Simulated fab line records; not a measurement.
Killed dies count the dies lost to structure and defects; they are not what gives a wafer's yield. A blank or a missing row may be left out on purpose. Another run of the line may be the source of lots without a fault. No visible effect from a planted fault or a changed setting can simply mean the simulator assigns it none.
Which tool did it? -- flow sky130 -- Sampling: 14 lots, 42 wafers, 4 of 708 route steps

== WHAT EACH GAUGE READ, for each wafer ==
SKY_GATE_OXIDE_OVL_MEAS_10. Usual: GATE_OXIDE_OVL typically reads 0.1 nm, with standard deviation 1.3.
lot,measured,on,GATE_OXIDE_OVL (nm),flag
L811,day 14 07:45,overlay-01,1.6 0.9 -0.4,
L810,day 14 08:20,overlay-02,-1.4 -0.8 -1.0,
L813,day 14 14:04,overlay-02,0.0 -0.6 0.5,
L814,day 14 19:59,overlay-02,-3.0 -1.9 -0.3,
L815,day 15 08:24,overlay-02,-0.8 -0.2 -0.6,
L817,day 16 09:56,overlay-02,3.6 0.6 1.5,
L818,day 16 23:32,overlay-01,-1.2 1.1 -1.1,
L819,day 17 12:13,overlay-02,0.8 -1.3 0.6,
L825,day 19 00:05,overlay-02,-0.6 -0.1 -0.4,
L826,day 19 12:00,overlay-01,-0.9 2.0 -0.3,
L828,day 20 03:49,overlay-01,-2.4 0.5 0.2,
L830,day 20 20:43,overlay-01,-0.9 1.0 -1.2,
L832,day 21 16:57,overlay-02,2.1 3.0 1.9,
L833,day 21 20:49,overlay-01,2.1 1.0 0.7,

SKY_LDD_HVP_OVL_MEAS_07. Usual: LDD_HVP_OVL typically reads 0.2 nm, with standard deviation 1.3.
lot,measured,on,LDD_HVP_OVL (nm),flag
L811,day 22 01:33,overlay-02,1.1 0.9 -0.8,
L810,day 22 04:01,overlay-02,-0.6 1.7 -0.2,
L813,day 22 11:42,overlay-02,1.8 0.6 1.8,
L814,day 22 17:22,overlay-02,1.3 0.2 2.1,
L815,day 23 05:42,overlay-02,-0.7 1.6 -1.4,
L817,day 24 10:05,overlay-01,-0.1 -0.5 2.1,
L818,day 24 22:29,overlay-01,-0.7 -2.3 -1.0,
L819,day 25 14:09,overlay-01,-0.1 0.9 1.4,
L825,day 27 01:06,overlay-02,-0.1 -1.0 -1.0,
L826,day 27 10:07,overlay-02,-0.7 0.4 -1.7,
L828,day 28 01:36,overlay-02,0.3 -1.7 1.3,
L830,day 28 15:19,overlay-02,-0.3 -0.1 2.4,
L832,day 29 11:41,overlay-02,1.2 2.4 0.5,
L833,day 29 16:03,overlay-01,0.8 1.8 -2.0,

SKY_SD_P_OVL_MEAS_08. Usual: SD_P_OVL typically reads 0.3 nm, with standard deviation 1.2.
lot,measured,on,SD_P_OVL (nm),flag
L811,day 25 22:41,overlay-01,2.8 2.2 -0.3,
L810,day 26 01:33,overlay-02,-2.5 -0.4 -2.8,
L813,day 26 08:22,overlay-02,0.4 0.0 1.0,
L814,day 26 14:01,overlay-02,1.7 0.6 1.0,
L815,day 27 03:03,overlay-01,-2.3 -1.5 -2.3,
L817,day 28 04:25,overlay-02,0.8 0.0 -0.2,
L818,day 28 17:46,overlay-02,-1.4 -1.0 -2.2,
L819,day 29 12:30,overlay-02,0.1 -0.3 1.2,
L825,day 30 18:19,overlay-01,1.4 0.5 -0.2,
L826,day 31 06:04,overlay-02,-0.5 1.5 -1.2,
L828,day 31 17:02,overlay-01,-0.2 1.6 0.0,
L830,day 32 07:11,overlay-01,0.2 0.3 -0.8,
L832,day 33 03:20,overlay-02,1.1 2.0 1.3,
L833,day 33 07:34,overlay-01,1.1 1.7 -0.3,

== EACH LOT AND THE TOOL THAT RAN IT (in order: tool; ch and the chambers of the sampled wafers; start) ==
lot,SKY_LDD_LDN_CLEAN_14
L811,"wetBench-04 ch 0, day 23 08:26"
L810,"wetBench-03 ch 0, day 23 10:53"
L813,"wetBench-03 ch 2, day 23 18:11"
L814,"wetBench-03 ch 0, day 24 00:20"
L815,"wetBench-03 ch 0, day 24 13:41"
L817,"wetBench-04 ch 3, day 25 16:41"
L818,"wetBench-02 ch 2, day 26 05:17"
L819,"wetBench-03 ch 3, day 26 20:41"
L825,"wetBench-02 ch 3, day 28 07:44"
L826,"wetBench-02 ch 3, day 28 16:47"
L828,"wetBench-02 ch 0, day 29 07:44"
L830,"wetBench-02 ch 3, day 29 21:35"
L832,"wetBench-04 ch 3, day 30 17:00"
L833,"wetBench-02 ch 2, day 30 21:23"
- SKY_LDD_LDN_CLEAN_14: cleans in SC1/SC2, time 150 s.

== WHAT THE TOOLS THEMSELVES READ (means of the sampled wafers that have a number; where no wafer has one, the mark that the record gives instead) ==
SKY_LDD_LDN_CLEAN_14. Usual: bathGuardTempC 70.3 C, standard deviation 0.35; bathHeatDutyPct 14.0 %, standard deviation 1.8.
lot,tool,bathGuardTempC (C),bathHeatDutyPct (%),flag
L811,wetBench-04,70.4,11.7,
L810,wetBench-03,70.1,15.3,
L813,wetBench-03,69.8,15.2,
L814,wetBench-03,70.3,15.1,
L815,wetBench-03,70.4,15.0,
L817,wetBench-04,70.3,15.6,
L818,wetBench-02,70.5,13.1,
L819,wetBench-03,70.6,15.2,
L825,wetBench-02,-,-,OFF
L826,wetBench-02,-,-,OFF
L828,wetBench-02,70.7,13.4,
L830,wetBench-02,69.7,11.9,
L832,wetBench-04,70.1,16.9,
L833,wetBench-02,70.3,13.1,

== THE ANSWER, worked out from the rows above alone ==
Rule: take the mean of a lot's wafers that have a number; if it is more than 3 standard deviations from the usual mean, the lot is off. A lot without any number at a reading at which 4 lots or more have one is off too. Any other lot the step has rows for is counted as sound. After the gauges, taken in route order, come the tools' own readings; for these a lot's mean is taken, as printed above. The first step at which some lot is off is used, and at that step the reading that is off furthest; a lot without a number counts as furthest.
Off: L825, L826, at SKY_LDD_LDN_CLEAN_14 (bathGuardTempC). Without a number there: L825, L826.
If a tool, at that step or one of the process steps before it, ran each lot that is off and ran no sound lot following the first of them, it fits. Of those tried, none fits.

== WHAT HAD BEEN PUT IN BY THE SIMULATOR ==
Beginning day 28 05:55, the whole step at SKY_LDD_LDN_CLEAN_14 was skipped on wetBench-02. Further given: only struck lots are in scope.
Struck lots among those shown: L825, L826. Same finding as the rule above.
